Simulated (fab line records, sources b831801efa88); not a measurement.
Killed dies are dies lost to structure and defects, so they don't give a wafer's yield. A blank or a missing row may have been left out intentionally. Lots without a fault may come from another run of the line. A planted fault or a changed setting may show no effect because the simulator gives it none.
Comparing a struck lot with a sound one ; flow gf180mcu ; 44 steps out of a route of 602
Sound: wafers L953.1, L953.2, L953.5. The struck wafers were L960.1, L960.4, L960.6. At the end, the cause is stated.
Per side, at each step with rows, come the tool, then ch with its chambers, and then its first start. Under that, the readings that differ: sound wafers ; struck wafers ; difference of the means ; sigmas: that difference in standard deviations of wafers without a fault.
alike: words and numbers the same on both sides, and readings whose means are apart by under 2 such deviations; not compared: readings that were withheld, readings missing a value for some wafer, numbers with overlapping values and no deviation given by the record, and bounds like >300 which may hide the same value.
A row with sigmas, a row that says differs or no value, or rows on one side alone: a step with any of these is where the two part. Non-overlapping numbers with no deviation appear without sigmas and do not part them. A reading missing from all wafers of one side parts the sides only when that side holds two or more wafers.

first, 2 steps without rows for these wafers: GF_NWELL_IMPLANT_08; GF_NWELL_IMPLANT_09.
GF_NWELL_STRIP_10: strips in O2/N2.
  sound on plasmaAsher-01 ch 0,1, day 6 21:16; struck on plasmaAsher-01 ch 0,1, day 8 07:38
reading;sound;struck;difference;sigmas
stripTimeToEndpointS (s);36.80 36.88 36.89;37.01 37.07 37.14;+0.22;+3
  alike: drypumpMotorCurrentA, heaterPowerW, oesProductAu
  not compared: rfHoursCounterH
GF_NWELL_TW_MEAS_11:
  struck on filmMetro-01, day 8 07:44; sound on filmMetro-03, day 6 21:22
  alike: NWELL_TW
then, 7 steps without rows for these wafers: GF_LVPWELL_DEHYDRATE_00 (time 60 s); GF_LVPWELL_HMDS_01 (prime time 60 s); GF_LVPWELL_COAT_02 (resist thk 3000 nm); GF_LVPWELL_SOFTBAKE_03; GF_LVPWELL_EXPOSE_04 (exposes mask LVPWELL, target cd 600 nm); GF_LVPWELL_PEB_05; GF_LVPWELL_DEVELOP_06 (develop time 60 s).
GF_LVPWELL_OVL_MEAS_07:
  struck on overlay-02, day 9 00:15; sound on overlay-01, day 7 13:12
  alike: LVPWELL_OVL
GF_LVPWELL_IMPLANT_08:
  sound on implanter-01 ch 0, day 7 13:14; struck on implanter-01 ch 0, day 9 00:17
reading;sound;struck;difference;sigmas
beamEnergyKeV;170.03 170.10 170.04;198.37 198.43 198.41;+28.35;+99 or more
model.implant.rpNm (nm);482.8 482.8 482.8;534.6 534.6 534.6;+51.8;
model.implant.drpNm (nm);102.4 102.4 102.4;107.6 107.6 107.6;+5.2;
following that, these wafers have no rows for 1 step: GF_LVPWELL_IMPLANT_09.
GF_LVPWELL_STRIP_10: strips in O2/N2.
  sound on plasmaAsher-03 ch 0,1, day 7 13:32; struck on plasmaAsher-03 ch 1, day 9 00:35
  alike: drypumpMotorCurrentA, heaterPowerW, oesProductAu, stripTimeToEndpointS
  not compared: rfHoursCounterH
GF_LVPWELL_TW_MEAS_11:
  struck on filmMetro-01, day 9 00:41; sound on filmMetro-01, day 7 13:38
  alike: LVPWELL_TW
then, 7 steps without rows for these wafers: GF_MVSD_DEHYDRATE_00 (time 60 s); GF_MVSD_HMDS_01 (prime time 60 s); GF_MVSD_COAT_02 (resist thk 3000 nm); GF_MVSD_SOFTBAKE_03; GF_MVSD_EXPOSE_04 (exposes mask MVSD, target cd 1000 nm); GF_MVSD_PEB_05; GF_MVSD_DEVELOP_06 (develop time 60 s).
GF_MVSD_OVL_MEAS_07:
  struck on overlay-01, day 9 17:56; sound on overlay-01, day 8 05:56
  alike: MVSD_OVL
then, 2 steps without rows for these wafers: GF_MVSD_IMPLANT_08; GF_MVSD_IMPLANT_09.
GF_MVSD_STRIP_10: strips in O2/N2.
  sound on plasmaAsher-02 ch 0,1, day 8 06:17; struck on plasmaAsher-03 ch 0,1, day 9 18:16
  alike: drypumpMotorCurrentA, heaterPowerW, oesProductAu, stripTimeToEndpointS
  not compared: rfHoursCounterH
GF_MVSD_TW_MEAS_11:
  struck on filmMetro-01, day 9 18:22; sound on filmMetro-01, day 8 06:23
  alike: MVSD_TW
then, 7 steps without rows for these wafers: GF_MVPSD_DEHYDRATE_00 (time 60 s); GF_MVPSD_HMDS_01 (prime time 60 s); GF_MVPSD_COAT_02 (resist thk 3000 nm); GF_MVPSD_SOFTBAKE_03; GF_MVPSD_EXPOSE_04 (exposes mask MVPSD, target cd 1000 nm); GF_MVPSD_PEB_05; GF_MVPSD_DEVELOP_06 (develop time 60 s).
GF_MVPSD_OVL_MEAS_07:
  struck on overlay-02, day 10 12:00; sound on overlay-01, day 8 23:33
  alike: MVPSD_OVL
then, 2 steps without rows for these wafers: GF_MVPSD_IMPLANT_08; GF_MVPSD_IMPLANT_09.
GF_MVPSD_STRIP_10: strips in O2/N2.
  sound on plasmaAsher-03 ch 0,1, day 8 23:53; struck on plasmaAsher-03 ch 0, day 10 12:20
  alike: drypumpMotorCurrentA, heaterPowerW, oesProductAu, stripTimeToEndpointS
  not compared: rfHoursCounterH
GF_MVPSD_TW_MEAS_11:
  struck on filmMetro-03, day 10 12:26; sound on filmMetro-03, day 8 23:59
  alike: MVPSD_TW
then, 2 steps without rows for these wafers: GF_VT_IMPLANT_DEHYDRATE_00 (time 60 s); GF_VT_IMPLANT_HMDS_01 (prime time 60 s).
-- the record jumps here: 3 days lie between the struck wafers' starts before and after --
GF_VT_IMPLANT_RS_MEAS_48: measurement is done with a four-point probe.
  struck on filmMetro-01, day 13 17:41; sound on filmMetro-03, day 12 01:28
reading;sound;struck;difference;sigmas
LVPWELL_RS (ohm/sq);1198 1201 1205;1161 1158 1156;-43;-12
-- a jump in the record: the struck wafers' starts before and after are 21 days apart (it breaks off in module VT_IMPLANT and resumes in module PASSIVATION, where the first step shown is number 602 of the route) --
GF_PASSIVATION_PROBE_99:
  rows exist in the record for the struck wafers here (prober-01, day 34 10:18), but not for the sound ones

## WHERE THEY PART
First at GF_NWELL_STRIP_10; last, within this record, at GF_PASSIVATION_PROBE_99.

WHY: what had been put in by the simulator
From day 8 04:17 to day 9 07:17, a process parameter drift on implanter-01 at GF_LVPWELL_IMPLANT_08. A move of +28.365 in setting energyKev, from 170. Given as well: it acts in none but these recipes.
